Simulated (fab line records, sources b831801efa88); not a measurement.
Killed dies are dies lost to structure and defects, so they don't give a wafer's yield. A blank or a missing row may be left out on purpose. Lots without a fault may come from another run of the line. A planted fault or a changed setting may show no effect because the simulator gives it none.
Which tool did it? | flow sky130 | 24 lots, 72 wafers sampled, at 6 steps of a route of 708

WHAT THE GAUGES READ, wafer by wafer
The record holds no reading of a measuring or inspecting step that can be judged against a usual standard deviation.

WHICH TOOL RAN EACH LOT (tool, then ch and the chambers of the sampled wafers, then the start)
lot  | SKY_METAL3_SPUTTER_03        | SKY_METAL3_SPUTTER_04        | SKY_METAL3_DESCUM_15              | SKY_METAL3_ETCH_17                 | SKY_METAL4_SPUTTER_02        | SKY_CAP2M_CVD_00
L074 | pvd_sputter-01, day 36 04:26 | pvd_sputter-01, day 36 04:27 | rie_metal-03 ch 0,1, day 38 09:50 | rie_diel-01 ch 0,1,3, day 38 09:58 | pvd_sputter-04, day 39 13:29 | pecvd-04 ch 1,2, day 39 13:35
L075 | pvd_sputter-01, day 36 13:07 | pvd_sputter-01, day 36 13:08 | rie_metal-03 ch 0,1, day 38 18:41 | rie_diel-03 ch 1,2, day 38 18:49   | pvd_sputter-02, day 39 22:44 | pecvd-04 ch 1,2, day 39 22:50
L076 | pvd_sputter-02, day 36 15:50 | pvd_sputter-02, day 36 15:51 | rie_metal-03 ch 0,1, day 38 20:20 | rie_diel-04 ch 0,2,3, day 38 20:28 | pvd_sputter-02, day 39 23:41 | pecvd-02 ch 0,2, day 39 23:47
L077 | pvd_sputter-01, day 37 06:50 | pvd_sputter-01, day 37 06:50 | rie_metal-03 ch 0,1, day 39 11:02 | rie_diel-04 ch 0,1,2, day 39 11:10 | pvd_sputter-02, day 40 15:44 | pecvd-04 ch 0,1, day 40 15:50
L078 | pvd_sputter-01, day 37 14:46 | pvd_sputter-01, day 37 14:47 | rie_metal-01 ch 0,1, day 39 19:11 | rie_diel-01 ch 0,3, day 39 19:19   | pvd_sputter-02, day 40 22:44 | pecvd-04 ch 0,1,2, day 40 22:50
L079 | pvd_sputter-01, day 37 16:34 | pvd_sputter-01, day 37 16:35 | rie_metal-02 ch 1, day 39 21:29   | rie_diel-01 ch 0,2,3, day 39 21:44 | pvd_sputter-02, day 41 01:20 | pecvd-04 ch 0,1,2, day 41 01:26
L080 | pvd_sputter-01, day 38 08:41 | pvd_sputter-01, day 38 08:42 | rie_metal-01 ch 0,1, day 40 11:08 | rie_diel-03 ch 0,1,3, day 40 11:16 | pvd_sputter-03, day 41 13:34 | pecvd-02 ch 1,2, day 41 13:41
L081 | pvd_sputter-02, day 38 16:17 | pvd_sputter-02, day 38 16:17 | rie_metal-03 ch 0,1, day 40 18:56 | rie_diel-01 ch 1,3, day 40 19:04   | pvd_sputter-03, day 41 22:25 | pecvd-04 ch 0,1,2, day 41 22:31
L082 | pvd_sputter-01, day 38 21:08 | pvd_sputter-01, day 38 21:11 | rie_metal-01 ch 0,1, day 40 23:14 | rie_diel-03 ch 0,2,3, day 40 23:22 | pvd_sputter-04, day 42 02:16 | pecvd-02 ch 0,1,2, day 42 02:23
L083 | pvd_sputter-04, day 39 05:40 | pvd_sputter-04, day 39 05:41 | rie_metal-02 ch 0,1, day 41 07:32 | rie_diel-04 ch 0,1,3, day 41 07:40 | pvd_sputter-02, day 42 10:40 | pecvd-02 ch 0,2, day 42 10:47
L084 | pvd_sputter-04, day 39 12:14 | pvd_sputter-04, day 39 12:15 | rie_metal-02 ch 0,1, day 41 13:53 | rie_diel-01 ch 0,1, day 41 14:01   | pvd_sputter-04, day 42 16:31 | pecvd-03 ch 0,1,2, day 42 16:37
L085 | pvd_sputter-02, day 39 21:41 | pvd_sputter-02, day 39 21:42 | rie_metal-03 ch 0,1, day 41 23:14 | rie_diel-04 ch 0,2, day 41 23:22   | pvd_sputter-02, day 43 02:16 | pecvd-04 ch 0,2, day 43 02:22
L086 | pvd_sputter-04, day 40 05:47 | pvd_sputter-04, day 40 05:47 | rie_metal-01 ch 0,1, day 42 06:26 | rie_diel-04 ch 0,1,2, day 42 06:34 | pvd_sputter-03, day 43 08:35 | pecvd-02 ch 1,2, day 43 08:41
L087 | pvd_sputter-01, day 40 18:23 | pvd_sputter-01, day 40 18:23 | rie_metal-01 ch 0,1, day 42 19:47 | rie_diel-03 ch 0,2,3, day 42 19:55 | pvd_sputter-02, day 43 21:36 | pecvd-04 ch 0,1,2, day 43 21:43
L089 | pvd_sputter-04, day 40 21:29 | pvd_sputter-04, day 40 21:29 | rie_metal-02 ch 0,1, day 42 21:50 | rie_diel-04 ch 0,1, day 42 21:58   | pvd_sputter-03, day 44 00:19 | pecvd-03 ch 1,2, day 44 00:26
L088 | pvd_sputter-04, day 41 00:38 | pvd_sputter-04, day 41 00:38 | rie_metal-03 ch 0,1, day 43 00:47 | rie_diel-03 ch 0,1, day 43 00:55   | pvd_sputter-03, day 44 03:02 | pecvd-03 ch 0,1,2, day 44 03:09
L091 | pvd_sputter-01, day 41 16:43 | pvd_sputter-01, day 41 16:44 | rie_metal-03 ch 0,1, day 43 14:56 | rie_diel-01 ch 1,2,3, day 43 15:04 | pvd_sputter-03, day 44 15:57 | pecvd-04 ch 0,2, day 44 16:04
L092 | pvd_sputter-04, day 41 18:33 | pvd_sputter-04, day 41 18:34 | rie_metal-01 ch 0,1, day 43 17:59 | rie_diel-03 ch 1,2, day 43 18:07   | pvd_sputter-03, day 44 20:06 | pecvd-02 ch 0,2, day 44 20:13
L090 | pvd_sputter-04, day 41 19:42 | pvd_sputter-04, day 41 19:44 | rie_metal-02 ch 0,1, day 43 19:05 | rie_diel-04 ch 0,2,3, day 43 19:13 | pvd_sputter-03, day 44 20:37 | pecvd-04 ch 0,1, day 44 20:44
L093 | pvd_sputter-01, day 42 00:47 | pvd_sputter-01, day 42 00:48 | rie_metal-01 ch 1, day 43 23:54   | rie_diel-04 ch 0,3, day 44 00:08   | pvd_sputter-02, day 45 01:29 | pecvd-04 ch 1,2, day 45 01:35
L094 | pvd_sputter-04, day 42 06:44 | pvd_sputter-04, day 42 06:46 | rie_metal-01 ch 1, day 44 05:50   | rie_diel-03 ch 0,2,3, day 44 06:05 | pvd_sputter-02, day 45 06:35 | pecvd-04 ch 1,2, day 45 06:42
L095 | pvd_sputter-02, day 42 15:00 | pvd_sputter-02, day 42 15:01 | rie_metal-03 ch 0,1, day 44 12:32 | rie_diel-03 ch 0,3, day 44 12:40   | pvd_sputter-02, day 45 13:47 | pecvd-03 ch 0,1,2, day 45 13:54
L096 | pvd_sputter-01, day 42 18:47 | pvd_sputter-01, day 42 18:49 | rie_metal-01 ch 0,1, day 44 17:11 | rie_diel-03 ch 0,2,3, day 44 17:19 | pvd_sputter-02, day 45 17:14 | pecvd-02 ch 0,1,2, day 45 17:20
L097 | pvd_sputter-01, day 43 01:02 | pvd_sputter-01, day 43 01:03 | rie_metal-03 ch 0, day 44 22:44   | rie_diel-01 ch 0,1, day 44 22:52   | pvd_sputter-02, day 45 23:02 | pecvd-04 ch 0,2, day 45 23:08
- SKY_METAL3_SPUTTER_03: material Ti, target thk 5 nm, time 3.3 s.
- SKY_METAL3_SPUTTER_04: material TiN, target thk 70 nm, time 58.3 s.
- SKY_METAL3_DESCUM_15: chemistry O2, time 8 s.
- SKY_METAL3_ETCH_17: etches SiO2 in C4F8/O2/Ar, stops on TiN, time 3.9 s, target depth 15 nm.
- SKY_METAL4_SPUTTER_02: material AlCu, target thk 735 nm, time 39.1 s.
- SKY_CAP2M_CVD_00: deposits SiO2, target thk 15.5 nm.

WHAT THE TOOLS THEMSELVES READ (means of the sampled wafers that have a number; where no wafer has one, the mark that the record gives instead)
SKY_METAL3_SPUTTER_03. Usual: cathode_dc_power_W 3000.0 W, standard deviation 0.55; throttle_valve_pct 30.3 %, standard deviation 0.81.
lot  | tool           | cathode_dc_power_W (W) | throttle_valve_pct (%) | flag
L074 | pvd_sputter-01 | 2999.9                 | 30.2                   |
L075 | pvd_sputter-01 | 2999.9                 | 30.1                   |
L076 | pvd_sputter-02 | 3000.0                 | 30.6                   |
L077 | pvd_sputter-01 | 3000.4                 | 30.8                   |
L078 | pvd_sputter-01 | 2999.7                 | 29.4                   |
L079 | pvd_sputter-01 | 2999.8                 | 29.9                   |
L080 | pvd_sputter-01 | 3000.1                 | 30.0                   |
L081 | pvd_sputter-02 | 2999.6                 | 31.4                   |
L082 | pvd_sputter-01 | 3000.1                 | 30.0                   |
L083 | pvd_sputter-04 | 3000.1                 | 30.4                   |
L084 | pvd_sputter-04 | 3000.6                 | 30.4                   |
L085 | pvd_sputter-02 | 2999.5                 | 30.6                   |
L086 | pvd_sputter-04 | 2999.9                 | 30.0                   |
L087 | pvd_sputter-01 | 3000.5                 | 30.6                   |
L089 | pvd_sputter-04 | 3000.0                 | 29.8                   |
L088 | pvd_sputter-04 | 2999.7                 | 30.5                   |
L091 | pvd_sputter-01 | 2999.8                 | 30.7                   |
L092 | pvd_sputter-04 | 3000.3                 | 30.1                   |
L090 | pvd_sputter-04 | 2999.7                 | 30.2                   |
L093 | pvd_sputter-01 | 2999.7                 | 30.8                   |
L094 | pvd_sputter-04 | 2999.9                 | 30.3                   |
L095 | pvd_sputter-02 | 2999.7                 | 29.7                   |
L096 | pvd_sputter-01 | 2999.8                 | 30.8                   |
L097 | pvd_sputter-01 | 3000.4                 | 30.1                   |

SKY_METAL3_SPUTTER_04. Usual: cathode_dc_power_W 6500.1 W, standard deviation 1.2; throttle_valve_pct 30.3 %, standard deviation 0.82.
lot  | tool           | cathode_dc_power_W (W) | throttle_valve_pct (%) | flag
L074 | pvd_sputter-01 | 6499.6                 | 30.2                   |
L075 | pvd_sputter-01 | 6500.8                 | 29.9                   |
L076 | pvd_sputter-02 | 6500.8                 | 30.6                   |
L077 | pvd_sputter-01 | 6500.8                 | 30.6                   |
L078 | pvd_sputter-01 | 6500.2                 | 29.4                   |
L079 | pvd_sputter-01 | 6500.4                 | 29.8                   |
L080 | pvd_sputter-01 | 6499.8                 | 30.0                   |
L081 | pvd_sputter-02 | 6499.7                 | 31.5                   |
L082 | pvd_sputter-01 | 6500.7                 | 30.0                   |
L083 | pvd_sputter-04 | 6498.6                 | 30.3                   |
L084 | pvd_sputter-04 | 6499.9                 | 30.1                   |
L085 | pvd_sputter-02 | 6500.4                 | 30.7                   |
L086 | pvd_sputter-04 | 6500.6                 | 30.3                   |
L087 | pvd_sputter-01 | 6500.7                 | 30.8                   |
L089 | pvd_sputter-04 | 6501.0                 | 29.8                   |
L088 | pvd_sputter-04 | 6499.5                 | 30.3                   |
L091 | pvd_sputter-01 | 6500.7                 | 30.8                   |
L092 | pvd_sputter-04 | 6500.7                 | 29.9                   |
L090 | pvd_sputter-04 | 6499.9                 | 30.2                   |
L093 | pvd_sputter-01 | 6500.0                 | 30.8                   |
L094 | pvd_sputter-04 | 6500.2                 | 30.5                   |
L095 | pvd_sputter-02 | 6500.5                 | 29.6                   |
L096 | pvd_sputter-01 | 6500.6                 | 30.9                   |
L097 | pvd_sputter-01 | 6499.6                 | 30.1                   |

SKY_METAL3_DESCUM_15. Usual: drypump_motor_current_A 5.82 A, standard deviation 0.072; oes_product_au 0.992 a.u., standard deviation 0.0076.
lot  | tool         | drypump_motor_current_A (A) | oes_product_au (a.u.) | flag
L074 | rie_metal-03 | 5.86                        | 0.994                 |
L075 | rie_metal-03 | 5.89                        | 1.004                 |
L076 | rie_metal-03 | 5.89                        | 0.990                 |
L077 | rie_metal-03 | 5.90                        | 0.999                 |
L078 | rie_metal-01 | 5.79                        | 0.988                 |
L079 | rie_metal-02 | 5.70                        | 0.990                 |
L080 | rie_metal-01 | 5.77                        | 0.992                 |
L081 | rie_metal-03 | 5.89                        | 0.987                 |
L082 | rie_metal-01 | 5.78                        | 0.985                 |
L083 | rie_metal-02 | 5.83                        | 0.982                 |
L084 | rie_metal-02 | 5.83                        | 0.992                 |
L085 | rie_metal-03 | 5.90                        | 0.988                 |
L086 | rie_metal-01 | 5.78                        | 0.994                 |
L087 | rie_metal-01 | 5.77                        | 0.995                 |
L089 | rie_metal-02 | 5.77                        | 0.994                 |
L088 | rie_metal-03 | 5.89                        | 0.996                 |
L091 | rie_metal-03 | 5.87                        | 0.990                 |
L092 | rie_metal-01 | 5.76                        | 0.991                 |
L090 | rie_metal-02 | 5.82                        | 0.993                 |
L093 | rie_metal-01 | 5.82                        | 0.986                 |
L094 | rie_metal-01 | 5.80                        | 0.989                 |
L095 | rie_metal-03 | 5.83                        | 0.987                 |
L096 | rie_metal-01 | 5.80                        | 0.993                 |
L097 | rie_metal-03 | 5.90                        | 1.001                 |

SKY_METAL3_ETCH_17. Usual: oes_product_au 0.754 a.u., standard deviation 0.0074.
lot  | tool        | oes_product_au (a.u.) | flag
L074 | rie_diel-01 | 0.752                 |
L075 | rie_diel-03 | 0.753                 |
L076 | rie_diel-04 | 0.752                 |
L077 | rie_diel-04 | 0.751                 |
L078 | rie_diel-01 | 0.760                 |
L079 | rie_diel-01 | 0.747                 |
L080 | rie_diel-03 | 0.757                 |
L081 | rie_diel-01 | 0.759                 |
L082 | rie_diel-03 | 0.758                 |
L083 | rie_diel-04 | 0.748                 |
L084 | rie_diel-01 | 0.757                 |
L085 | rie_diel-04 | 0.758                 |
L086 | rie_diel-04 | 0.753                 |
L087 | rie_diel-03 | 0.766                 |
L089 | rie_diel-04 | 0.751                 |
L088 | rie_diel-03 | 0.763                 |
L091 | rie_diel-01 | 0.755                 |
L092 | rie_diel-03 | 0.750                 |
L090 | rie_diel-04 | 0.753                 |
L093 | rie_diel-04 | 0.751                 |
L094 | rie_diel-03 | 0.755                 |
L095 | rie_diel-03 | 0.747                 |
L096 | rie_diel-03 | 0.747                 |
L097 | rie_diel-01 | 0.759                 |

SKY_METAL4_SPUTTER_02. Usual: cathode_dc_power_W 10600 W, standard deviation 1.9; throttle_valve_pct 30.4 %, standard deviation 1.1.
lot  | tool           | cathode_dc_power_W (W) | throttle_valve_pct (%) | flag
L074 | pvd_sputter-04 | 10600                  | 30.2                   |
L075 | pvd_sputter-02 | 10600                  | 31.5                   |
L076 | pvd_sputter-02 | 10597                  | 31.5                   |
L077 | pvd_sputter-02 | 10599                  | 30.9                   |
L078 | pvd_sputter-02 | 10599                  | 30.1                   |
L079 | pvd_sputter-02 | 10601                  | 31.3                   |
L080 | pvd_sputter-03 | 10599                  | 29.9                   |
L081 | pvd_sputter-03 | 10599                  | 29.9                   |
L082 | pvd_sputter-04 | 10600                  | 30.5                   |
L083 | pvd_sputter-02 | 10601                  | 30.5                   |
L084 | pvd_sputter-04 | 10600                  | 30.2                   |
L085 | pvd_sputter-02 | 10599                  | 30.6                   |
L086 | pvd_sputter-03 | 10598                  | 29.8                   |
L087 | pvd_sputter-02 | 10602                  | 31.0                   |
L089 | pvd_sputter-03 | 10600                  | 29.3                   |
L088 | pvd_sputter-03 | 10600                  | 29.7                   |
L091 | pvd_sputter-03 | 10600                  | 29.7                   |
L092 | pvd_sputter-03 | 10600                  | 29.3                   |
L090 | pvd_sputter-03 | 10600                  | 29.8                   |
L093 | pvd_sputter-02 | 10599                  | 30.2                   |
L094 | pvd_sputter-02 | 10599                  | 31.5                   |
L095 | pvd_sputter-02 | 10601                  | 30.6                   |
L096 | pvd_sputter-02 | 10601                  | 30.8                   |
L097 | pvd_sputter-02 | 10601                  | 30.6                   |

SKY_CAP2M_CVD_00. Usual: heater_power_w 759 W, standard deviation 82.
lot  | tool     | heater_power_w (W) | flag
L074 | pecvd-04 | 830                |
L075 | pecvd-04 | 729                |
L076 | pecvd-02 | 749                |
L077 | pecvd-04 | 898                |
L078 | pecvd-04 | 749                |
L079 | pecvd-04 | 829                |
L080 | pecvd-02 | 641                |
L081 | pecvd-04 | 774                |
L082 | pecvd-02 | 784                |
L083 | pecvd-02 | 778                |
L084 | pecvd-03 | 695                |
L085 | pecvd-04 | 728                |
L086 | pecvd-02 | 690                |
L087 | pecvd-04 | 772                |
L089 | pecvd-03 | 746                |
L088 | pecvd-03 | 679                |
L091 | pecvd-04 | 773                |
L092 | pecvd-02 | 744                |
L090 | pecvd-04 | 813                |
L093 | pecvd-04 | 813                |
L094 | pecvd-04 | 785                |
L095 | pecvd-03 | 660                |
L096 | pecvd-02 | 724                |
L097 | pecvd-04 | 796                |

THE ANSWER, worked out from the rows above alone
Rule: a lot is off if the mean of its wafers that have a number lies more than 3 standard deviations from the usual mean. A lot without any number at a reading at which 4 lots or more have one is off too. The other lots that the step has rows for count as sound. The gauges are gone through in route order, then the tools' own readings, and for those a lot's mean is taken as printed above. The first step at which some lot is off is used, and at that step the reading that is off furthest; a lot without a number counts as furthest.
No lot is off at any reading shown: from this, nothing can be told.

WHAT THE SIMULATOR HAD PUT IN
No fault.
